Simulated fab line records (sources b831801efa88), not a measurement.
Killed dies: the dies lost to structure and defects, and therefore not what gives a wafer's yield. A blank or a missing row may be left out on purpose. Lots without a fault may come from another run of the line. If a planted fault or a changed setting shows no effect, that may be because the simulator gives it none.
fab line records / flow gf180mcu
record: lots: 14 wafers: 42 last-day: 34
route steps=602 shown VT_IMPLANT@94 CONTACT@291 V1@349
lots that met no fault: from a run of the same line without faults
start-h: start of the lot's first displayed wafer, in hours after the record's first day / wait-h: time in hours since the lot's previous step / " identical to the entry in the row above / L1.1+2: a row that stands for several wafers / - either no value or no given start / * or withheld: withheld / < > ~ a bound
route shown NAME@n: NAME is a module with steps in the file, n the number in the route of the first one / usual: mean/standard deviation of fault-free wafers / same: alike in all rows / chamber/n: place in a boat / sites: the reading at each site / _std_site: standard deviation of those values / _edge_site: mean of outer sites minus mean of inner sites / radius-mm: how far each site lies from the wafer's centre / mask NAME#n: copy n / behind: the last tool/chamber to shape the wafer / hold: reason for holding the lot/hours on hold/outcome of the hold / device: the transistor (n, p or np) that didn't switch / end of line: tests of these same wafers at the route's end / where a step has no rows: the recipe by itself / killed: dies lost to structure and defects at the first sort, not the wafer's yield / map: dies across one wafer; x = killed, . = not, _ = none there
set.NAME: the setting that was run; set.NAME@STEP: the one run at that earlier step / model.NAME: the simulator's own value behind a step, which no gauge read
one table for each step of the route and one row for each wafer, over a sample of lots
services: the hour from which a tool's chamber was out of use, counted from the record's first day as start-h (under 0 if before that day), plus the number of hours and why
== steps ==
step: GF_VT_IMPLANT_EXPOSE_04
recipe: mask-id: LVPWELL_LV_AREA target-cd-nm: 600 na: 0.6 source-shape: conventional sigma-outer: 0.6 dose-mj: 140
usual: exposure-dose-mJ-cm2: 140.03/0.15 focus-offset-nm: 0.0/0.46
lot.wafer=L275.2 tool=iline-stepper-01 chamber=0 start-h=106.19 wait-h=- mask=LVPWELL_LV_AREA#0 exposure-dose-mJ-cm2=139.89 focus-offset-nm=0.1
lot.wafer=L275.4 tool=iline-stepper-01 chamber=0 start-h=106.19 wait-h=- mask=LVPWELL_LV_AREA#0 exposure-dose-mJ-cm2=140.00 focus-offset-nm=0.7
lot.wafer=L275.5 tool=iline-stepper-01 chamber=0 start-h=106.19 wait-h=- mask=LVPWELL_LV_AREA#0 exposure-dose-mJ-cm2=139.83 focus-offset-nm=0.4
lot.wafer=L276.3 tool=iline-stepper-02 chamber=0 start-h=111.23 wait-h=- mask=LVPWELL_LV_AREA#0 exposure-dose-mJ-cm2=140.04 focus-offset-nm=0.3
lot.wafer=L276.4 tool=iline-stepper-02 chamber=0 start-h=111.23 wait-h=- mask=LVPWELL_LV_AREA#0 exposure-dose-mJ-cm2=140.01 focus-offset-nm=0.6
lot.wafer=L276.5 tool=iline-stepper-02 chamber=0 start-h=111.23 wait-h=- mask=LVPWELL_LV_AREA#0 exposure-dose-mJ-cm2=140.04 focus-offset-nm=0.0
lot.wafer=L277.2 tool=iline-stepper-02 chamber=0 start-h=116.19 wait-h=- mask=LVPWELL_LV_AREA#0 exposure-dose-mJ-cm2=140.12 focus-offset-nm=-0.1
lot.wafer=L277.4 tool=iline-stepper-02 chamber=0 start-h=116.19 wait-h=- mask=LVPWELL_LV_AREA#0 exposure-dose-mJ-cm2=140.13 focus-offset-nm=-0.2
lot.wafer=L277.6 tool=iline-stepper-02 chamber=0 start-h=116.19 wait-h=- mask=LVPWELL_LV_AREA#0 exposure-dose-mJ-cm2=139.76 focus-offset-nm=0.7
lot.wafer=L280.2 tool=iline-stepper-02 chamber=0 start-h=131.61 wait-h=- mask=LVPWELL_LV_AREA#0 exposure-dose-mJ-cm2=139.93 focus-offset-nm=0.1
lot.wafer=L280.3 tool=iline-stepper-02 chamber=0 start-h=131.61 wait-h=- mask=LVPWELL_LV_AREA#0 exposure-dose-mJ-cm2=139.97 focus-offset-nm=0.6
lot.wafer=L280.5 tool=iline-stepper-02 chamber=0 start-h=131.61 wait-h=- mask=LVPWELL_LV_AREA#0 exposure-dose-mJ-cm2=139.83 focus-offset-nm=-0.8
lot.wafer=L286.1 tool=iline-stepper-01 chamber=- start-h=173.62 wait-h=- mask=LVPWELL_LV_AREA#0 exposure-dose-mJ-cm2=- focus-offset-nm=-
lot.wafer=L286.3 tool=iline-stepper-01 chamber=- start-h=173.62 wait-h=- mask=LVPWELL_LV_AREA#0 exposure-dose-mJ-cm2=- focus-offset-nm=-
lot.wafer=L286.6 tool=iline-stepper-01 chamber=- start-h=173.62 wait-h=- mask=LVPWELL_LV_AREA#0 exposure-dose-mJ-cm2=- focus-offset-nm=-
lot.wafer=L287.1 tool=iline-stepper-01 chamber=- start-h=175.02 wait-h=- mask=LVPWELL_LV_AREA#0 exposure-dose-mJ-cm2=- focus-offset-nm=-
lot.wafer=L287.2 tool=iline-stepper-01 chamber=- start-h=175.02 wait-h=- mask=LVPWELL_LV_AREA#0 exposure-dose-mJ-cm2=- focus-offset-nm=-
lot.wafer=L287.4 tool=iline-stepper-01 chamber=- start-h=175.02 wait-h=- mask=LVPWELL_LV_AREA#0 exposure-dose-mJ-cm2=- focus-offset-nm=-
lot.wafer=L288.1 tool=iline-stepper-02 chamber=0 start-h=182.65 wait-h=- mask=LVPWELL_LV_AREA#0 exposure-dose-mJ-cm2=140.16 focus-offset-nm=-0.3
lot.wafer=L288.2 tool=iline-stepper-02 chamber=0 start-h=182.65 wait-h=- mask=LVPWELL_LV_AREA#0 exposure-dose-mJ-cm2=139.84 focus-offset-nm=-0.7
lot.wafer=L288.3 tool=iline-stepper-02 chamber=0 start-h=182.65 wait-h=- mask=LVPWELL_LV_AREA#0 exposure-dose-mJ-cm2=140.11 focus-offset-nm=0.4
lot.wafer=L291.1 tool=iline-stepper-02 chamber=0 start-h=201.24 wait-h=- mask=LVPWELL_LV_AREA#0 exposure-dose-mJ-cm2=140.32 focus-offset-nm=0.2
lot.wafer=L291.3 tool=iline-stepper-02 chamber=0 start-h=201.24 wait-h=- mask=LVPWELL_LV_AREA#0 exposure-dose-mJ-cm2=139.95 focus-offset-nm=-0.7
lot.wafer=L291.5 tool=iline-stepper-02 chamber=0 start-h=201.24 wait-h=- mask=LVPWELL_LV_AREA#0 exposure-dose-mJ-cm2=139.97 focus-offset-nm=-0.6
lot.wafer=L292.2 tool=iline-stepper-01 chamber=0 start-h=204.96 wait-h=- mask=LVPWELL_LV_AREA#0 exposure-dose-mJ-cm2=140.11 focus-offset-nm=0.4
lot.wafer=L292.3 tool=iline-stepper-01 chamber=0 start-h=204.96 wait-h=- mask=LVPWELL_LV_AREA#0 exposure-dose-mJ-cm2=140.01 focus-offset-nm=0.2
lot.wafer=L292.6 tool=iline-stepper-01 chamber=0 start-h=204.96 wait-h=- mask=LVPWELL_LV_AREA#0 exposure-dose-mJ-cm2=139.93 focus-offset-nm=1.2
lot.wafer=L294.3 tool=iline-stepper-02 chamber=0 start-h=219.11 wait-h=- mask=LVPWELL_LV_AREA#0 exposure-dose-mJ-cm2=140.15 focus-offset-nm=-0.2
lot.wafer=L294.5 tool=iline-stepper-02 chamber=0 start-h=219.11 wait-h=- mask=LVPWELL_LV_AREA#0 exposure-dose-mJ-cm2=140.19 focus-offset-nm=-0.4
lot.wafer=L294.6 tool=iline-stepper-02 chamber=0 start-h=219.11 wait-h=- mask=LVPWELL_LV_AREA#0 exposure-dose-mJ-cm2=139.84 focus-offset-nm=-0.4
lot.wafer=L295.1 tool=iline-stepper-01 chamber=0 start-h=223.75 wait-h=- mask=LVPWELL_LV_AREA#0 exposure-dose-mJ-cm2=140.07 focus-offset-nm=-0.3
lot.wafer=L295.2 tool=iline-stepper-01 chamber=0 start-h=223.75 wait-h=- mask=LVPWELL_LV_AREA#0 exposure-dose-mJ-cm2=140.19 focus-offset-nm=-0.3
lot.wafer=L295.5 tool=iline-stepper-01 chamber=0 start-h=223.75 wait-h=- mask=LVPWELL_LV_AREA#0 exposure-dose-mJ-cm2=140.14 focus-offset-nm=0.0
lot.wafer=L296.3 tool=iline-stepper-02 chamber=0 start-h=230.49 wait-h=- mask=LVPWELL_LV_AREA#0 exposure-dose-mJ-cm2=139.83 focus-offset-nm=0.0
lot.wafer=L296.4 tool=iline-stepper-02 chamber=0 start-h=230.49 wait-h=- mask=LVPWELL_LV_AREA#0 exposure-dose-mJ-cm2=139.90 focus-offset-nm=0.2
lot.wafer=L296.5 tool=iline-stepper-02 chamber=0 start-h=230.49 wait-h=- mask=LVPWELL_LV_AREA#0 exposure-dose-mJ-cm2=140.02 focus-offset-nm=-0.2
lot.wafer=L297.1 tool=iline-stepper-01 chamber=0 start-h=234.64 wait-h=- mask=LVPWELL_LV_AREA#0 exposure-dose-mJ-cm2=140.14 focus-offset-nm=-0.4
lot.wafer=L297.2 tool=iline-stepper-01 chamber=0 start-h=234.64 wait-h=- mask=LVPWELL_LV_AREA#0 exposure-dose-mJ-cm2=140.02 focus-offset-nm=0.0
lot.wafer=L297.4 tool=iline-stepper-01 chamber=0 start-h=234.64 wait-h=- mask=LVPWELL_LV_AREA#0 exposure-dose-mJ-cm2=140.27 focus-offset-nm=0.0
lot.wafer=L298.1 tool=iline-stepper-02 chamber=0 start-h=243.15 wait-h=- mask=LVPWELL_LV_AREA#0 exposure-dose-mJ-cm2=139.76 focus-offset-nm=0.1
lot.wafer=L298.2 tool=iline-stepper-02 chamber=0 start-h=243.15 wait-h=- mask=LVPWELL_LV_AREA#0 exposure-dose-mJ-cm2=140.08 focus-offset-nm=0.5
lot.wafer=L298.4 tool=iline-stepper-02 chamber=0 start-h=243.15 wait-h=- mask=LVPWELL_LV_AREA#0 exposure-dose-mJ-cm2=139.84 focus-offset-nm=0.6
step: GF_CONTACT_CMP_04
recipe: material: SiO2 down-force-psi: 4 platen-rpm: 60 pad-velocity-m-s: 0.94248
usual: motor-current-A: 12.2/1.2 retaining-ring-pressure-frac: 1.000/0.0049 time-to-endpoint-s: 107/5.6
lot.wafer=L275.2 tool=cmp-02 chamber=1 start-h=342.18 wait-h=0.0 motor-current-A=13.6 retaining-ring-pressure-frac=0.993 time-to-endpoint-s=111
lot.wafer=L275.4 tool=cmp-02 chamber=0 start-h=342.18 wait-h=0.0 motor-current-A=10.4 retaining-ring-pressure-frac=0.998 time-to-endpoint-s=109
lot.wafer=L275.5 tool=cmp-02 chamber=2 start-h=342.18 wait-h=0.0 motor-current-A=12.6 retaining-ring-pressure-frac=1.004 time-to-endpoint-s=119
lot.wafer=L276.3 tool=cmp-01 chamber=2 start-h=358.88 wait-h=0.0 motor-current-A=11.7 retaining-ring-pressure-frac=0.991 time-to-endpoint-s=104
lot.wafer=L276.4 tool=cmp-01 chamber=0 start-h=358.88 wait-h=0.0 motor-current-A=14.2 retaining-ring-pressure-frac=0.995 time-to-endpoint-s=114
lot.wafer=L276.5 tool=cmp-01 chamber=3 start-h=358.88 wait-h=0.0 motor-current-A=11.3 retaining-ring-pressure-frac=1.002 time-to-endpoint-s=100
lot.wafer=L277.4 tool=cmp-02 chamber=2 start-h=359.27 wait-h=0.1 motor-current-A=12.6 retaining-ring-pressure-frac=1.000 time-to-endpoint-s=116
lot.wafer=L277.2 tool=cmp-02 chamber=3 start-h=359.27 wait-h=0.1 motor-current-A=11.9 retaining-ring-pressure-frac=0.996 time-to-endpoint-s=103
lot.wafer=L277.6 tool=cmp-02 chamber=1 start-h=359.27 wait-h=0.1 motor-current-A=13.2 retaining-ring-pressure-frac=1.005 time-to-endpoint-s=112
lot.wafer=L280.3 tool=cmp-01 chamber=3 start-h=386.83 wait-h=0.1 motor-current-A=10.9 retaining-ring-pressure-frac=0.998 time-to-endpoint-s=102
lot.wafer=L280.2 tool=cmp-01 chamber=0 start-h=386.83 wait-h=0.1 motor-current-A=14.5 retaining-ring-pressure-frac=1.007 time-to-endpoint-s=98
lot.wafer=L280.5 tool=cmp-01 chamber=3 start-h=386.83 wait-h=0.1 motor-current-A=11.1 retaining-ring-pressure-frac=1.003 time-to-endpoint-s=97
lot.wafer=L288.1 tool=cmp-02 chamber=2 start-h=454.22 wait-h=0.1 motor-current-A=12.6 retaining-ring-pressure-frac=0.995 time-to-endpoint-s=115
lot.wafer=L288.3 tool=cmp-02 chamber=3 start-h=454.22 wait-h=0.1 motor-current-A=13.2 retaining-ring-pressure-frac=0.995 time-to-endpoint-s=111
lot.wafer=L288.2 tool=cmp-02 chamber=0 start-h=454.22 wait-h=0.1 motor-current-A=10.5 retaining-ring-pressure-frac=1.005 time-to-endpoint-s=113
lot.wafer=L291.1 tool=cmp-01 chamber=2 start-h=471.94 wait-h=0.1 motor-current-A=12.6 retaining-ring-pressure-frac=0.997 time-to-endpoint-s=101
lot.wafer=L291.3 tool=cmp-01 chamber=3 start-h=471.94 wait-h=0.1 motor-current-A=10.9 retaining-ring-pressure-frac=1.002 time-to-endpoint-s=104
lot.wafer=L291.5 tool=cmp-01 chamber=2 start-h=471.94 wait-h=0.1 motor-current-A=12.8 retaining-ring-pressure-frac=0.995 time-to-endpoint-s=103
lot.wafer=L292.2 tool=cmp-02 chamber=2 start-h=479.79 wait-h=0.1 motor-current-A=13.1 retaining-ring-pressure-frac=0.990 time-to-endpoint-s=108
lot.wafer=L292.3 tool=cmp-02 chamber=3 start-h=479.79 wait-h=0.1 motor-current-A=11.8 retaining-ring-pressure-frac=0.998 time-to-endpoint-s=104
lot.wafer=L292.6 tool=cmp-02 chamber=1 start-h=479.79 wait-h=0.1 motor-current-A=13.0 retaining-ring-pressure-frac=1.000 time-to-endpoint-s=101
lot.wafer=L294.3 tool=cmp-02 chamber=1 start-h=497.33 wait-h=0.1 motor-current-A=13.1 retaining-ring-pressure-frac=0.994 time-to-endpoint-s=104
lot.wafer=L294.6 tool=cmp-02 chamber=0 start-h=497.33 wait-h=0.1 motor-current-A=10.5 retaining-ring-pressure-frac=0.996 time-to-endpoint-s=115
lot.wafer=L294.5 tool=cmp-02 chamber=1 start-h=497.33 wait-h=0.1 motor-current-A=13.5 retaining-ring-pressure-frac=0.993 time-to-endpoint-s=104
lot.wafer=L295.2 tool=cmp-01 chamber=3 start-h=506.55 wait-h=0.0 motor-current-A=11.1 retaining-ring-pressure-frac=1.003 time-to-endpoint-s=104
lot.wafer=L295.1 tool=cmp-01 chamber=1 start-h=506.55 wait-h=0.0 motor-current-A=12.4 retaining-ring-pressure-frac=1.005 time-to-endpoint-s=98
lot.wafer=L295.5 tool=cmp-01 chamber=0 start-h=506.55 wait-h=0.0 motor-current-A=14.0 retaining-ring-pressure-frac=0.996 time-to-endpoint-s=113
lot.wafer=L296.4 tool=cmp-02 chamber=2 start-h=513.00 wait-h=0.0 motor-current-A=11.9 retaining-ring-pressure-frac=0.990 time-to-endpoint-s=120
lot.wafer=L296.3 tool=cmp-02 chamber=1 start-h=513.00 wait-h=0.0 motor-current-A=13.4 retaining-ring-pressure-frac=0.997 time-to-endpoint-s=104
lot.wafer=L296.5 tool=cmp-02 chamber=3 start-h=513.00 wait-h=0.0 motor-current-A=12.4 retaining-ring-pressure-frac=0.991 time-to-endpoint-s=112
lot.wafer=L297.1 tool=cmp-01 chamber=0 start-h=522.41 wait-h=0.1 motor-current-A=14.1 retaining-ring-pressure-frac=0.994 time-to-endpoint-s=107
lot.wafer=L297.4 tool=cmp-01 chamber=1 start-h=522.41 wait-h=0.1 motor-current-A=11.9 retaining-ring-pressure-frac=1.004 time-to-endpoint-s=109
lot.wafer=L297.2 tool=cmp-01 chamber=3 start-h=522.41 wait-h=0.1 motor-current-A=10.8 retaining-ring-pressure-frac=1.007 time-to-endpoint-s=106
lot.wafer=L298.4 tool=cmp-02 chamber=3 start-h=534.57 wait-h=0.0 motor-current-A=12.1 retaining-ring-pressure-frac=1.000 time-to-endpoint-s=118
lot.wafer=L298.2 tool=cmp-02 chamber=1 start-h=534.57 wait-h=0.0 motor-current-A=13.6 retaining-ring-pressure-frac=1.005 time-to-endpoint-s=105
lot.wafer=L298.1 tool=cmp-02 chamber=2 start-h=534.57 wait-h=0.0 motor-current-A=11.6 retaining-ring-pressure-frac=0.999 time-to-endpoint-s=118
step: GF_CONTACT_SPUTTER_22
recipe: material: Ti target-thk-nm: 15 chamber-pressure-pa: 5 power-w: 2500 substrate-temp-c: 200 time-s: 80.02
usual: throttle-valve-pct: 29.7/0.87
lot.wafer=L275.2 tool=pvd-sputter-02 chamber=- start-h=364.99 wait-h=0.0 throttle-valve-pct=29.4
lot.wafer=L275.4 tool=pvd-sputter-02 chamber=- start-h=364.99 wait-h=0.0 throttle-valve-pct=29.5
lot.wafer=L275.5 tool=pvd-sputter-02 chamber=- start-h=364.99 wait-h=0.0 throttle-valve-pct=28.4
lot.wafer=L276.3 tool=pvd-sputter-03 chamber=- start-h=381.79 wait-h=0.0 throttle-valve-pct=29.2
lot.wafer=L276.4 tool=pvd-sputter-03 chamber=- start-h=381.79 wait-h=0.0 throttle-valve-pct=29.8
lot.wafer=L276.5 tool=pvd-sputter-03 chamber=- start-h=381.79 wait-h=0.0 throttle-valve-pct=29.3
lot.wafer=L277.2 tool=pvd-sputter-03 chamber=- start-h=382.14 wait-h=0.0 throttle-valve-pct=30.4
lot.wafer=L277.4 tool=pvd-sputter-03 chamber=- start-h=382.14 wait-h=0.0 throttle-valve-pct=30.1
lot.wafer=L277.6 tool=pvd-sputter-03 chamber=- start-h=382.14 wait-h=0.0 throttle-valve-pct=30.2
lot.wafer=L280.2 tool=pvd-sputter-04 chamber=- start-h=410.89 wait-h=0.1 throttle-valve-pct=31.7
lot.wafer=L280.3 tool=pvd-sputter-04 chamber=- start-h=410.89 wait-h=0.1 throttle-valve-pct=30.0
lot.wafer=L280.5 tool=pvd-sputter-04 chamber=- start-h=410.89 wait-h=0.1 throttle-valve-pct=30.5
lot.wafer=L288.1 tool=pvd-sputter-03 chamber=- start-h=478.34 wait-h=0.0 throttle-valve-pct=29.6
lot.wafer=L288.2 tool=pvd-sputter-03 chamber=- start-h=478.34 wait-h=0.0 throttle-valve-pct=30.1
lot.wafer=L288.3 tool=pvd-sputter-03 chamber=- start-h=478.34 wait-h=0.0 throttle-valve-pct=28.7
lot.wafer=L291.1 tool=pvd-sputter-03 chamber=- start-h=496.49 wait-h=0.0 throttle-valve-pct=30.5
lot.wafer=L291.3 tool=pvd-sputter-03 chamber=- start-h=496.49 wait-h=0.0 throttle-valve-pct=28.7
lot.wafer=L291.5 tool=pvd-sputter-03 chamber=- start-h=496.49 wait-h=0.0 throttle-valve-pct=28.6
lot.wafer=L292.2 tool=pvd-sputter-04 chamber=- start-h=503.83 wait-h=0.0 throttle-valve-pct=28.5
lot.wafer=L292.3 tool=pvd-sputter-04 chamber=- start-h=503.83 wait-h=0.0 throttle-valve-pct=32.2
lot.wafer=L292.6 tool=pvd-sputter-04 chamber=- start-h=503.83 wait-h=0.0 throttle-valve-pct=30.3
lot.wafer=L294.3 tool=pvd-sputter-03 chamber=- start-h=521.18 wait-h=0.0 throttle-valve-pct=30.0
lot.wafer=L294.5 tool=pvd-sputter-03 chamber=- start-h=521.18 wait-h=0.0 throttle-valve-pct=30.3
lot.wafer=L294.6 tool=pvd-sputter-03 chamber=- start-h=521.18 wait-h=0.0 throttle-valve-pct=30.1
lot.wafer=L295.1 tool=pvd-sputter-04 chamber=- start-h=530.05 wait-h=0.0 throttle-valve-pct=28.8
lot.wafer=L295.2 tool=pvd-sputter-04 chamber=- start-h=530.05 wait-h=0.0 throttle-valve-pct=30.2
lot.wafer=L295.5 tool=pvd-sputter-04 chamber=- start-h=530.05 wait-h=0.0 throttle-valve-pct=31.0
lot.wafer=L296.3 tool=pvd-sputter-03 chamber=- start-h=536.99 wait-h=0.0 throttle-valve-pct=28.6
lot.wafer=L296.4 tool=pvd-sputter-03 chamber=- start-h=536.99 wait-h=0.0 throttle-valve-pct=29.4
lot.wafer=L296.5 tool=pvd-sputter-03 chamber=- start-h=536.99 wait-h=0.0 throttle-valve-pct=29.1
lot.wafer=L297.1 tool=pvd-sputter-03 chamber=- start-h=545.89 wait-h=0.0 throttle-valve-pct=28.7
lot.wafer=L297.2 tool=pvd-sputter-03 chamber=- start-h=545.89 wait-h=0.0 throttle-valve-pct=29.2
lot.wafer=L297.4 tool=pvd-sputter-03 chamber=- start-h=545.89 wait-h=0.0 throttle-valve-pct=29.7
lot.wafer=L298.1 tool=pvd-sputter-04 chamber=- start-h=557.69 wait-h=0.0 throttle-valve-pct=30.8
lot.wafer=L298.2 tool=pvd-sputter-04 chamber=- start-h=557.69 wait-h=0.0 throttle-valve-pct=30.1
lot.wafer=L298.4 tool=pvd-sputter-04 chamber=- start-h=557.69 wait-h=0.0 throttle-valve-pct=31.5
step: GF_V1_CD_MEAS_14
recipe: target-cd-nm: 260
usual: cd-nm: 259.7/1.3
lot.wafer=L275.2 tool=cd-sem-02 chamber=- start-h=412.94 wait-h=0.1 cd-nm=257.1
lot.wafer=L275.4 tool=cd-sem-02 chamber=- start-h=412.94 wait-h=0.1 cd-nm=258.6
lot.wafer=L275.5 tool=cd-sem-02 chamber=- start-h=412.94 wait-h=0.1 cd-nm=257.4
lot.wafer=L276.3 tool=cd-sem-01 chamber=- start-h=430.43 wait-h=0.1 cd-nm=261.0
lot.wafer=L276.4 tool=cd-sem-01 chamber=- start-h=430.43 wait-h=0.1 cd-nm=261.5
lot.wafer=L276.5 tool=cd-sem-01 chamber=- start-h=430.43 wait-h=0.1 cd-nm=261.9
lot.wafer=L277.2 tool=cd-sem-02 chamber=- start-h=431.14 wait-h=0.1 cd-nm=260.0
lot.wafer=L277.4 tool=cd-sem-02 chamber=- start-h=431.14 wait-h=0.1 cd-nm=261.8
lot.wafer=L277.6 tool=cd-sem-02 chamber=- start-h=431.14 wait-h=0.1 cd-nm=259.9
lot.wafer=L280.2 tool=cd-sem-02 chamber=- start-h=461.54 wait-h=0.1 cd-nm=260.7
lot.wafer=L280.3 tool=cd-sem-02 chamber=- start-h=461.54 wait-h=0.1 cd-nm=259.7
lot.wafer=L280.5 tool=cd-sem-02 chamber=- start-h=461.54 wait-h=0.1 cd-nm=261.4
lot.wafer=L288.1 tool=cd-sem-01 chamber=- start-h=526.37 wait-h=0.1 cd-nm=258.3
lot.wafer=L288.2 tool=cd-sem-01 chamber=- start-h=526.37 wait-h=0.1 cd-nm=258.0
lot.wafer=L288.3 tool=cd-sem-01 chamber=- start-h=526.37 wait-h=0.1 cd-nm=256.9
lot.wafer=L291.1 tool=cd-sem-01 chamber=- start-h=543.57 wait-h=0.1 cd-nm=260.7
lot.wafer=L291.3 tool=cd-sem-01 chamber=- start-h=543.57 wait-h=0.1 cd-nm=259.7
lot.wafer=L291.5 tool=cd-sem-01 chamber=- start-h=543.57 wait-h=0.1 cd-nm=261.0
lot.wafer=L292.2 tool=cd-sem-01 chamber=- start-h=551.14 wait-h=0.1 cd-nm=258.6
lot.wafer=L292.3 tool=cd-sem-01 chamber=- start-h=551.14 wait-h=0.1 cd-nm=258.0
lot.wafer=L292.6 tool=cd-sem-01 chamber=- start-h=551.14 wait-h=0.1 cd-nm=258.6
lot.wafer=L294.3 tool=cd-sem-01 chamber=- start-h=568.11 wait-h=0.1 cd-nm=260.9
lot.wafer=L294.5 tool=cd-sem-01 chamber=- start-h=568.11 wait-h=0.1 cd-nm=259.6
lot.wafer=L294.6 tool=cd-sem-01 chamber=- start-h=568.11 wait-h=0.1 cd-nm=259.5
lot.wafer=L295.1 tool=cd-sem-01 chamber=- start-h=576.52 wait-h=0.1 cd-nm=261.2
lot.wafer=L295.2 tool=cd-sem-01 chamber=- start-h=576.52 wait-h=0.1 cd-nm=261.0
lot.wafer=L295.5 tool=cd-sem-01 chamber=- start-h=576.52 wait-h=0.1 cd-nm=260.7
lot.wafer=L296.3 tool=cd-sem-01 chamber=- start-h=583.46 wait-h=0.1 cd-nm=260.7
lot.wafer=L296.4 tool=cd-sem-01 chamber=- start-h=583.46 wait-h=0.1 cd-nm=259.8
lot.wafer=L296.5 tool=cd-sem-01 chamber=- start-h=583.46 wait-h=0.1 cd-nm=260.0
lot.wafer=L297.1 tool=cd-sem-02 chamber=- start-h=591.22 wait-h=0.1 cd-nm=259.2
lot.wafer=L297.2 tool=cd-sem-02 chamber=- start-h=591.22 wait-h=0.1 cd-nm=259.4
lot.wafer=L297.4 tool=cd-sem-02 chamber=- start-h=591.22 wait-h=0.1 cd-nm=259.8
lot.wafer=L298.1 tool=cd-sem-01 chamber=- start-h=603.27 wait-h=0.1 cd-nm=261.9
lot.wafer=L298.2 tool=cd-sem-01 chamber=- start-h=603.27 wait-h=0.1 cd-nm=260.4
lot.wafer=L298.4 tool=cd-sem-01 chamber=- start-h=603.27 wait-h=0.1 cd-nm=260.5
== services ==
tool=cmp-01 chamber=- start-h=92.74 hours=1.9 kind=repair
tool=cmp-01 chamber=- start-h=96.95 hours=3.6 kind=repair
tool=cmp-02 chamber=- start-h=128.17 hours=4.0 kind=repair
tool=iline-stepper-01 chamber=- start-h=147.49 hours=11.0 kind=repair
tool=iline-stepper-02 chamber=- start-h=159.84 hours=8.9 kind=pm
tool=iline-stepper-02 chamber=- start-h=168.73 hours=1.7 kind=pm
tool=cmp-02 chamber=- start-h=232.00 hours=4.0 kind=pm
tool=iline-stepper-01 chamber=- start-h=268.85 hours=1.7 kind=pm
tool=pvd-sputter-03 chamber=- start-h=271.83 hours=13.1 kind=repair
tool=cmp-02 chamber=- start-h=349.35 hours=3.1 kind=repair
tool=iline-stepper-01 chamber=- start-h=355.33 hours=28.9 kind=pm
tool=iline-stepper-01 chamber=- start-h=384.22 hours=2.1 kind=pm
tool=iline-stepper-02 chamber=- start-h=386.30 hours=2.1 kind=pm
tool=iline-stepper-02 chamber=- start-h=388.39 hours=1.7 kind=pm
tool=iline-stepper-02 chamber=- start-h=403.27 hours=1.7 kind=repair
tool=pvd-sputter-03 chamber=- start-h=405.63 hours=6.2 kind=repair
tool=iline-stepper-01 chamber=- start-h=454.73 hours=2.3 kind=repair
tool=cmp-02 chamber=- start-h=463.94 hours=9.9 kind=repair
tool=iline-stepper-02 chamber=- start-h=465.45 hours=4.2 kind=repair
tool=iline-stepper-02 chamber=- start-h=472.47 hours=0.6 kind=repair
tool=iline-stepper-01 chamber=- start-h=478.25 hours=3.1 kind=repair
tool=iline-stepper-02 chamber=- start-h=486.91 hours=4.4 kind=pm
tool=iline-stepper-01 chamber=- start-h=491.35 hours=1.7 kind=pm
tool=iline-stepper-01 chamber=- start-h=556.91 hours=3.8 kind=repair
== key ==
first-sign: step: GF_VT_IMPLANT_EXPOSE_04 reading: tool-record direction: missing
effect none on later readings
met-at GF_VT_IMPLANT_EXPOSE_04
struck-lots L286,L287
later-rows-left-out L286.1,L286.3,L286.6,L287.1,L287.2,L287.4
sort-left-out L286.1,L286.3,L286.6,L287.1,L287.2,L287.4
tester-left-out L286,L287
not-acting-at GF_CONTACT_CMP_04,GF_CONTACT_SPUTTER_22,GF_V1_CD_MEAS_14
onset-between 106.19 173.62
fault: kind: skipped-step-whole tool: iline-stepper-01 chamber: - onset-h: 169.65 steps: GF_VT_IMPLANT_EXPOSE_04 scope: struck-lots-only
tester-left-out: of these lots the tester's yield and bins aren't shown, on N5 and GAA mostly nor the transistor test; their killed dies are dies lost to structure and defects alone, not to doping, threshold or leakage, so they don't give the yield
sort-left-out: the simulated sort isn't trusted on such a fault, so these wafers' sort isn't shown, and their yield isn't known
later-rows-left-out: the simulator's readings of these wafers behind a module that went badly wrong aren't trusted and aren't shown, but for the sort
